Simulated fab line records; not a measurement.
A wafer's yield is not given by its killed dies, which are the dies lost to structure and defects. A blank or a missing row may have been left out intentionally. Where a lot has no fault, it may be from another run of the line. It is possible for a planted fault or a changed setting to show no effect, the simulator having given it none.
Which tool was responsible? / flow sky130 / 6 lots, 18 wafers sampled, at 3 steps of a route of 708

## WHAT THE GAUGES SHOWED, per wafer
SKY_METAL1_RS_MEAS_05: measurement is done with a four-point probe.
lot=L754; measured=day 32 17:34; on=film-metro-04; METAL1_ALCU_RS (ohm/sq)=0.1272 0.1299 0.1287
lot=L756; measured=day 33 10:58; on=film-metro-02; METAL1_ALCU_RS (ohm/sq)=0.1285 0.1255 0.1274
lot=L759; measured=day 34 15:14; on=film-metro-02; METAL1_ALCU_RS (ohm/sq)=0.1257 0.1274 0.1252
lot=L762; measured=day 35 14:50; on=film-metro-04; METAL1_ALCU_RS (ohm/sq)=0.1280 0.1285 0.1278
lot=L766; measured=day 38 00:26; on=film-metro-02; METAL1_ALCU_RS (ohm/sq)=0.1262 0.1255 0.1271
lot=L769; measured=day 38 04:31; on=film-metro-02; METAL1_ALCU_RS (ohm/sq)=0.1272 0.1278 0.1248

## WHICH TOOL RAN EACH LOT (tool, then ch and the chambers of the sampled wafers, then the start)
lot=L754; SKY_LI_CONTACT_SPUTTER_20=pvd-sputter-02, day 30 07:16; SKY_METAL1_SPUTTER_02=pvd-sputter-03, day 32 17:26
lot=L756; SKY_LI_CONTACT_SPUTTER_20=pvd-sputter-01, day 31 00:56; SKY_METAL1_SPUTTER_02=pvd-sputter-04, day 33 10:50
lot=L759; SKY_LI_CONTACT_SPUTTER_20=pvd-sputter-02, day 32 05:53; SKY_METAL1_SPUTTER_02=pvd-sputter-03, day 34 15:05
lot=L762; SKY_LI_CONTACT_SPUTTER_20=pvd-sputter-04, day 33 05:28; SKY_METAL1_SPUTTER_02=pvd-sputter-04, day 35 14:44
lot=L766; SKY_LI_CONTACT_SPUTTER_20=pvd-sputter-02, day 35 18:13; SKY_METAL1_SPUTTER_02=pvd-sputter-03, day 38 00:18
lot=L769; SKY_LI_CONTACT_SPUTTER_20=pvd-sputter-01, day 35 22:37; SKY_METAL1_SPUTTER_02=pvd-sputter-01, day 38 04:26
- SKY_LI_CONTACT_SPUTTER_20: material TiN, target thk 20 nm, time 80 s.
- SKY_METAL1_SPUTTER_02: material AlCu, target thk 250 nm, time 13.3 s.

## THE ANSWER, worked out from the rows above alone
Rule: the usual values come from the lots themselves. The widest of any qualifying gaps counts: lots, ordered by their means at a reading, are off when they make up no more than a third of the lots, leave a main group of 4 or more, and stand apart from it by 3 or more times the standard deviation of that group's means. If all means in a main group match to the digits the tables above print for the reading, that group is not used. A lot without any number at a reading at which 4 lots or more have one is off too. Any other lot the step has rows for is counted as sound.
No lot is off at any reading shown: from this, nothing can be told.

## WHAT THE SIMULATOR PUT IN
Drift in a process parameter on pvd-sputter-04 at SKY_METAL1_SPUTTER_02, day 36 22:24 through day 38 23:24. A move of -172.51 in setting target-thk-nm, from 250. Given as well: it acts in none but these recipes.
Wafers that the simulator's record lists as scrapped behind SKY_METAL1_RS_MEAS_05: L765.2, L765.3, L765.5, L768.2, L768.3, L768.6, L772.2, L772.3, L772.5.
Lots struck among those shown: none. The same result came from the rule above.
